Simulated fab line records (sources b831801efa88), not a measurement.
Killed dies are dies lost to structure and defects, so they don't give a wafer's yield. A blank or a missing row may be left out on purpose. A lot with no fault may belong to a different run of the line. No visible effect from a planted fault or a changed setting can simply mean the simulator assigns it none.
What tool caused it? -- flow sky130 -- 13 lots with 39 wafers sampled at 3 steps, on a route of 708 steps

== WHAT EACH GAUGE READ, for each wafer ==
SKY_VT_ADJUST_PCH_OVL_MEAS_07.
lot,measured,on,VT_ADJUST_PCH_OVL (nm)
L904,day 10 10:09,overlay-02,0.2 1.8 0.1
L905,day 10 13:50,overlay-01,-0.5 0.8 0.2
L906,day 10 23:48,overlay-01,1.4 1.2 0.1
L907,day 11 06:17,overlay-01,-2.1 -2.3 -1.9
L909,day 11 22:34,overlay-02,-0.6 -0.4 -0.4
L910,day 12 04:10,overlay-02,0.2 -1.8 -2.8
L918,day 14 21:47,overlay-01,2.9 1.6 2.2
L919,day 15 02:55,overlay-01,-1.1 -0.9 2.1
L920,day 15 13:55,overlay-01,1.7 2.0 4.3
L921,day 15 19:20,overlay-01,2.8 1.3 0.6
L922,day 16 03:01,overlay-01,0.5 0.1 0.5
L923,day 16 11:56,overlay-02,-2.1 -0.8 0.3
L926,day 17 20:32,overlay-02,-1.2 0.7 -0.1

SKY_VT_ADJUST_PCH_TW_MEAS_10.
lot,measured,on,VT_ADJUST_PCH_TW
L904,day 10 10:26,film-metro-04,143.1 142.7 143.5
L905,day 10 14:07,film-metro-04,142.9 143.1 143.0
L906,day 11 00:05,film-metro-01,140.9 141.9 141.9
L907,day 11 06:34,film-metro-02,143.3 143.4 144.3
L909,day 11 22:52,film-metro-01,141.9 141.2 141.1
L910,day 12 04:27,film-metro-02,144.4 143.6 144.0
L918,day 14 22:05,film-metro-01,140.8 140.4 140.8
L919,day 15 03:12,film-metro-02,142.7 142.1 143.6
L920,day 15 14:12,film-metro-04,144.1 144.1 144.0
L921,day 15 19:38,film-metro-01,141.1 141.1 142.0
L922,day 16 03:19,film-metro-02,143.0 142.7 143.3
L923,day 16 12:13,film-metro-04,143.0 144.5 144.2
L926,day 17 20:50,film-metro-01,139.9 140.3 140.8

== EACH LOT AND THE TOOL THAT RAN IT (in order: tool; ch and the chambers of the sampled wafers; start) ==
lot,SKY_VT_ADJUST_NCORE_STRIP_10
L904,"plasma-asher-01 ch 0,1, day 8 14:40"
L905,"plasma-asher-01 ch 0,1, day 8 17:59"
L906,"plasma-asher-02 ch 0,1, day 9 02:49"
L907,"plasma-asher-03 ch 0,1, day 9 08:42"
L909,"plasma-asher-01 ch 0,1, day 10 00:03"
L910,"plasma-asher-02 ch 0,1, day 10 05:33"
L918,"plasma-asher-01 ch 0,1, day 12 18:38"
L919,"plasma-asher-02 ch 0,1, day 12 22:36"
L920,"plasma-asher-01 ch 0, day 13 08:53"
L921,"plasma-asher-01 ch 0,1, day 13 14:09"
L922,"plasma-asher-03 ch 0,1, day 13 21:11"
L923,"plasma-asher-02 ch 0,1, day 14 05:09"
L926,"plasma-asher-03 ch 0,1, day 15 10:32"
- SKY_VT_ADJUST_NCORE_STRIP_10: strips in O2/N2.

== AS READ BY THE TOOLS THEMSELVES (means over the sampled wafers that have a number; for cases with no such wafer, the mark the record gives instead) ==
SKY_VT_ADJUST_NCORE_STRIP_10.
lot,tool,chamber-pressure-mTorr (mTorr),drypump-motor-current-A (A),n2-flow-sccm (sccm),oes-product-au (a.u.),strip-time-to-endpoint-s (s)
L904,plasma-asher-01,1500.4,5.99,299.7,0.717,14.16
L905,plasma-asher-01,1499.7,5.78,299.9,0.720,14.24
L906,plasma-asher-02,1499.9,5.99,300.2,0.713,14.17
L907,plasma-asher-03,1500.5,5.79,300.5,0.717,14.23
L909,plasma-asher-01,1499.5,5.99,300.9,0.717,14.26
L910,plasma-asher-02,1500.7,5.87,300.6,0.716,14.20
L918,plasma-asher-01,1500.4,5.76,298.5,0.714,14.16
L919,plasma-asher-02,1500.4,5.98,300.7,0.715,14.24
L920,plasma-asher-01,1501.1,6.20,300.4,0.718,14.21
L921,plasma-asher-01,1500.4,5.98,300.0,0.715,14.19
L922,plasma-asher-03,1499.9,6.05,300.6,0.714,14.16
L923,plasma-asher-02,1500.2,5.96,301.3,0.716,14.20
L926,plasma-asher-03,1501.4,6.09,300.4,0.718,14.28

== THE ANSWER, worked out from the rows above alone ==
Rule: the usual values come from the lots themselves. Put in order of their means at a reading, lots are off if they are a third of the lots or fewer, leave a main group of 4 or more, and stand apart from it by a gap of 3 or more times the standard deviation of the main group's means; of several such gaps the widest counts. If all means in a main group match to the digits the tables above print for the reading, that group is not used. A lot without any number at a reading at which 4 lots or more have one is off too. Any other lot the step has rows for is counted as sound. Order of review: gauges by route order, followed by the tools' own readings, for which a lot's mean as printed above is used. The first step at which some lot is off is used, and at that step the reading that is off furthest; a lot without a number counts as furthest.
Across all readings shown, no lot is off: no conclusion can be drawn from this.

== WHAT THE SIMULATOR PUT IN ==
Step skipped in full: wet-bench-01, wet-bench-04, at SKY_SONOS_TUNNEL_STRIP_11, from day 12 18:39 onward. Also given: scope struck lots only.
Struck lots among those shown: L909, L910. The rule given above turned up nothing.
